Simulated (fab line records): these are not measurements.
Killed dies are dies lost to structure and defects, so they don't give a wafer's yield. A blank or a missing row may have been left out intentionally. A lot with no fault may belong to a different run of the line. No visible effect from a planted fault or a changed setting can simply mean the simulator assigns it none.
Which tool did it? / flow sky130 / 14 lots with 42 wafers sampled at 3 steps, on a route of 708 steps

WHAT THE GAUGES SHOWED, per wafer
SKY_CONTACT_OVL_MEAS_15.
lot=L564; measured=day 31 20:44; on=overlay-01; CONTACT_OVL (nm)=-2 -10 -8
lot=L567; measured=day 32 14:37; on=overlay-02; CONTACT_OVL (nm)=0 11 -2
lot=L568; measured=day 33 04:05; on=overlay-01; CONTACT_OVL (nm)=-5 -6 6
lot=L569; measured=day 33 15:37; on=overlay-01; CONTACT_OVL (nm)=2 1 6
lot=L570; measured=day 33 23:02; on=overlay-01; CONTACT_OVL (nm)=3 7 3
lot=L571; measured=day 34 09:28; on=overlay-02; CONTACT_OVL (nm)=-5 -13 -3
lot=L572; measured=day 34 19:38; on=overlay-01; CONTACT_OVL (nm)=5 4 6
lot=L573; measured=day 34 17:05; on=overlay-01; CONTACT_OVL (nm)=6 7 -6
lot=L576; measured=day 35 22:14; on=overlay-02; CONTACT_OVL (nm)=2 0 5
lot=L577; measured=day 36 06:32; on=overlay-02; CONTACT_OVL (nm)=6 2 7
lot=L583; measured=day 37 19:02; on=overlay-01; CONTACT_OVL (nm)=-5 0 -8
lot=L584; measured=day 38 02:05; on=overlay-01; CONTACT_OVL (nm)=-8 -6 -11
lot=L585; measured=day 38 05:59; on=overlay-02; CONTACT_OVL (nm)=4 8 8
lot=L586; measured=day 38 10:12; on=overlay-02; CONTACT_OVL (nm)=14 3 7

WHAT TOOL EACH LOT RAN ON (gives the tool, then ch and the chambers of the sampled wafers, and finally the start)
lot=L564; SKY_NWELL_DEVELOP_09=litho_track-02 ch 0, day 4 18:00; SKY_NWELL_STRIP_25=plasma_asher-03 ch 0,1, day 5 13:11
lot=L567; SKY_NWELL_DEVELOP_09=litho_track-04 ch 0, day 5 11:00; SKY_NWELL_STRIP_25=plasma_asher-02 ch 0,1, day 6 06:20
lot=L568; SKY_NWELL_DEVELOP_09=litho_track-01 ch 0, day 5 19:00; SKY_NWELL_STRIP_25=plasma_asher-03 ch 0,1, day 6 15:17
lot=L569; SKY_NWELL_DEVELOP_09=litho_track-04 ch 0, day 5 21:00; SKY_NWELL_STRIP_25=plasma_asher-02 ch 0, day 6 17:35
lot=L570; SKY_NWELL_DEVELOP_09=litho_track-04 ch 0, day 6 06:00; SKY_NWELL_STRIP_25=plasma_asher-01 ch 0,1, day 7 02:38
lot=L571; SKY_NWELL_DEVELOP_09=litho_track-02 ch 0, day 6 12:00; SKY_NWELL_STRIP_25=plasma_asher-03 ch 0,1, day 7 08:11
lot=L572; SKY_NWELL_DEVELOP_09=litho_track-04 ch 0, day 6 20:00; SKY_NWELL_STRIP_25=plasma_asher-02 ch 0,1, day 7 17:38
lot=L573; SKY_NWELL_DEVELOP_09=litho_track-01 ch 0, day 6 22:00; SKY_NWELL_STRIP_25=plasma_asher-03 ch 0,1, day 7 18:29
lot=L576; SKY_NWELL_DEVELOP_09=litho_track-02, day 7 16:00; SKY_NWELL_STRIP_25=plasma_asher-02 ch 0,1, day 8 14:14
lot=L577; SKY_NWELL_DEVELOP_09=litho_track-04, day 7 22:00; SKY_NWELL_STRIP_25=plasma_asher-02 ch 0,1, day 8 18:32
lot=L583; SKY_NWELL_DEVELOP_09=litho_track-04 ch 0, day 9 07:00; SKY_NWELL_STRIP_25=plasma_asher-02 ch 0,1, day 10 06:50
lot=L584; SKY_NWELL_DEVELOP_09=litho_track-01 ch 0, day 9 14:00; SKY_NWELL_STRIP_25=plasma_asher-01 ch 0,1, day 10 13:29
lot=L585; SKY_NWELL_DEVELOP_09=litho_track-02 ch 0, day 9 19:00; SKY_NWELL_STRIP_25=plasma_asher-02 ch 0,1, day 10 18:41
lot=L586; SKY_NWELL_DEVELOP_09=litho_track-04 ch 0, day 9 23:00; SKY_NWELL_STRIP_25=plasma_asher-02 ch 0,1, day 10 22:05
- SKY_NWELL_DEVELOP_09: develop time 60 s.
- SKY_NWELL_STRIP_25: strips in O2/N2.

AS READ BY THE TOOLS THEMSELVES (means over the sampled wafers that have a number; for cases with no such wafer, the mark the record gives instead)
SKY_NWELL_DEVELOP_09.
lot=L564; tool=litho_track-02; chill_plate_temp_C (C)=22.91; exhaust_pa (Pa)=44.3
lot=L567; tool=litho_track-04; chill_plate_temp_C (C)=22.95; exhaust_pa (Pa)=45.6
lot=L568; tool=litho_track-01; chill_plate_temp_C (C)=23.13; exhaust_pa (Pa)=45.9
lot=L569; tool=litho_track-04; chill_plate_temp_C (C)=23.03; exhaust_pa (Pa)=44.7
lot=L570; tool=litho_track-04; chill_plate_temp_C (C)=23.04; exhaust_pa (Pa)=45.8
lot=L571; tool=litho_track-02; chill_plate_temp_C (C)=22.94; exhaust_pa (Pa)=44.7
lot=L572; tool=litho_track-04; chill_plate_temp_C (C)=23.04; exhaust_pa (Pa)=44.1
lot=L573; tool=litho_track-01; chill_plate_temp_C (C)=22.89; exhaust_pa (Pa)=44.6
lot=L576; tool=litho_track-02; chill_plate_temp_C (C)=-; exhaust_pa (Pa)=-
lot=L577; tool=litho_track-04; chill_plate_temp_C (C)=-; exhaust_pa (Pa)=-
lot=L583; tool=litho_track-04; chill_plate_temp_C (C)=23.01; exhaust_pa (Pa)=45.3
lot=L584; tool=litho_track-01; chill_plate_temp_C (C)=22.92; exhaust_pa (Pa)=44.9
lot=L585; tool=litho_track-02; chill_plate_temp_C (C)=22.96; exhaust_pa (Pa)=44.9
lot=L586; tool=litho_track-04; chill_plate_temp_C (C)=22.98; exhaust_pa (Pa)=44.1

SKY_NWELL_STRIP_25.
lot=L564; tool=plasma_asher-03; drypump_motor_current_A (A)=5.7; n2_flow_sccm (sccm)=299.5; oes_product_au (a.u.)=0.722; strip_time_to_endpoint_s (s)=36.95
lot=L567; tool=plasma_asher-02; drypump_motor_current_A (A)=5.5; n2_flow_sccm (sccm)=300.2; oes_product_au (a.u.)=0.719; strip_time_to_endpoint_s (s)=36.71
lot=L568; tool=plasma_asher-03; drypump_motor_current_A (A)=6.0; n2_flow_sccm (sccm)=300.4; oes_product_au (a.u.)=0.726; strip_time_to_endpoint_s (s)=36.99
lot=L569; tool=plasma_asher-02; drypump_motor_current_A (A)=5.4; n2_flow_sccm (sccm)=300.8; oes_product_au (a.u.)=0.726; strip_time_to_endpoint_s (s)=36.82
lot=L570; tool=plasma_asher-01; drypump_motor_current_A (A)=5.9; n2_flow_sccm (sccm)=299.7; oes_product_au (a.u.)=0.724; strip_time_to_endpoint_s (s)=36.85
lot=L571; tool=plasma_asher-03; drypump_motor_current_A (A)=6.0; n2_flow_sccm (sccm)=300.8; oes_product_au (a.u.)=0.722; strip_time_to_endpoint_s (s)=36.89
lot=L572; tool=plasma_asher-02; drypump_motor_current_A (A)=5.5; n2_flow_sccm (sccm)=299.9; oes_product_au (a.u.)=0.725; strip_time_to_endpoint_s (s)=37.06
lot=L573; tool=plasma_asher-03; drypump_motor_current_A (A)=5.7; n2_flow_sccm (sccm)=299.0; oes_product_au (a.u.)=0.722; strip_time_to_endpoint_s (s)=37.01
lot=L576; tool=plasma_asher-02; drypump_motor_current_A (A)=5.5; n2_flow_sccm (sccm)=301.2; oes_product_au (a.u.)=0.717; strip_time_to_endpoint_s (s)=36.81
lot=L577; tool=plasma_asher-02; drypump_motor_current_A (A)=5.5; n2_flow_sccm (sccm)=300.0; oes_product_au (a.u.)=0.718; strip_time_to_endpoint_s (s)=37.03
lot=L583; tool=plasma_asher-02; drypump_motor_current_A (A)=5.6; n2_flow_sccm (sccm)=299.3; oes_product_au (a.u.)=0.721; strip_time_to_endpoint_s (s)=37.06
lot=L584; tool=plasma_asher-01; drypump_motor_current_A (A)=5.8; n2_flow_sccm (sccm)=300.0; oes_product_au (a.u.)=0.721; strip_time_to_endpoint_s (s)=36.77
lot=L585; tool=plasma_asher-02; drypump_motor_current_A (A)=5.5; n2_flow_sccm (sccm)=300.1; oes_product_au (a.u.)=0.726; strip_time_to_endpoint_s (s)=36.95
lot=L586; tool=plasma_asher-02; drypump_motor_current_A (A)=5.6; n2_flow_sccm (sccm)=300.3; oes_product_au (a.u.)=0.725; strip_time_to_endpoint_s (s)=36.75

THE ANSWER, worked out from the rows above alone
Rule: the usual values come from the lots themselves. Put in order of their means at a reading, lots are off if they are a third of the lots or fewer, leave a main group of 4 or more, and stand apart from it by a gap of 3 or more times the standard deviation of the main group's means; of several such gaps the widest counts. Not used: any main group whose means are identical at the precision the tables above print for the reading. Also off: a lot with no number at a reading for which 4 or more lots have one. The other lots that the step has rows for count as sound. Order of review: gauges by route order, followed by the tools' own readings, for which a lot's mean as printed above is used. The first step at which some lot is off is used, and at that step the reading that is off furthest; a lot without a number counts as furthest.
Off, at SKY_NWELL_DEVELOP_09 on chill_plate_temp_C: L576, L577. Without a number there: L576, L577. Main group: mean 22.98 C, sd 0.066.
If a tool, at that step or one of the process steps before it, ran each lot that is off and ran no sound lot following the first of them, it fits. Of those tried, none fits.

WHAT THE SIMULATOR HAD PUT IN
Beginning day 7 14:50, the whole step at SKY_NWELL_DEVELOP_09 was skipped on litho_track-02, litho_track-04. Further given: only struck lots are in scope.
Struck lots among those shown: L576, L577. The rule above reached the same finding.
